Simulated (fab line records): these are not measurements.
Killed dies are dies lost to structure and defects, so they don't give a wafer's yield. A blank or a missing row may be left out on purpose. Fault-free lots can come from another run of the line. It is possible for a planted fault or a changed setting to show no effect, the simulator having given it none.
Which of the tools did it? ; flow gf180mcu ; 7 lots with 21 wafers sampled at 4 steps, on a route of 602 steps

## WHAT EACH GAUGE READ, for each wafer
GF_PSD_RS_MEAS_14: measures by four-point-probe.
lot;measured;on;NSD_RS (ohm/sq)
L386;day 14 21:44;film-metro-02;46.25 46.29 46.24
L394;day 17 12:10;film-metro-01;46.22 46.26 46.45
L396;day 18 05:38;film-metro-04;53.02 53.03 52.97
L398;day 19 00:05;film-metro-04;53.12 53.09 53.13
L403;day 20 14:46;film-metro-01;46.09 46.22 46.11
L405;day 21 03:32;film-metro-04;46.11 46.08 46.07
L407;day 22 10:53;film-metro-02;46.32 46.28 46.23

## WHAT TOOL EACH LOT RAN ON (gives the tool, then ch and the chambers of the sampled wafers, and finally the start)
lot;GF_HV_LDD_STRIP_37;GF_NSD_IMPLANT_10;GF_NSD_STRIP_11
L386;plasma-asher-02 ch 0,1, day 12 03:28;implanter-01 ch 0, day 13 23:36;plasma-asher-02 ch 0,1, day 13 23:44
L394;plasma-asher-03 ch 0,1, day 14 14:47;implanter-01 ch 0, day 16 13:04;plasma-asher-01 ch 0,1, day 16 13:12
L396;plasma-asher-02 ch 0,1, day 15 05:32;implanter-01, day 17 05:23;plasma-asher-02 ch 1, day 17 05:31
L398;plasma-asher-02 ch 0,1, day 15 23:16;implanter-01, day 17 23:59;plasma-asher-01 ch 0,1, day 18 00:07
L403;plasma-asher-04 ch 0,1, day 17 08:58;implanter-01 ch 0, day 19 13:25;plasma-asher-04 ch 0,1, day 19 13:34
L405;plasma-asher-04 ch 0,1, day 17 21:37;implanter-02 ch 0, day 20 02:17;plasma-asher-01 ch 0,1, day 20 02:25
L407;plasma-asher-02 ch 0,1, day 19 06:25;implanter-02 ch 0, day 21 10:29;plasma-asher-04 ch 0,1, day 21 10:38
- GF_HV_LDD_STRIP_37: strips in O2/N2.
- GF_NSD_IMPLANT_10
- GF_NSD_STRIP_11: strips in O2/N2.

## THE ANSWER, worked out from the rows above alone
Rule: the lots themselves supply what counts as usual. The widest of any qualifying gaps counts: lots, ordered by their means at a reading, are off when they make up no more than a third of the lots, leave a main group of 4 or more, and stand apart from it by 3 or more times the standard deviation of that group's means. If all means in a main group match to the digits the tables above print for the reading, that group is not used. A lot without any number at a reading at which 4 lots or more have one is off too. Any other lot the step has rows for is counted as sound.
Off: L396, L398, seen at GF_PSD_RS_MEAS_14 (NSD_RS). The main group has a mean of 46.21 ohm/sq with a standard deviation of 0.086.
If a tool, at a process step before that reading, ran all the lots that are off and no sound lot after the first of them, it fits. Gauges at GF_PSD_RS_MEAS_14: tried the same way as those tools. No candidate that was tried fits.

## WHAT WAS PUT IN BY THE SIMULATOR
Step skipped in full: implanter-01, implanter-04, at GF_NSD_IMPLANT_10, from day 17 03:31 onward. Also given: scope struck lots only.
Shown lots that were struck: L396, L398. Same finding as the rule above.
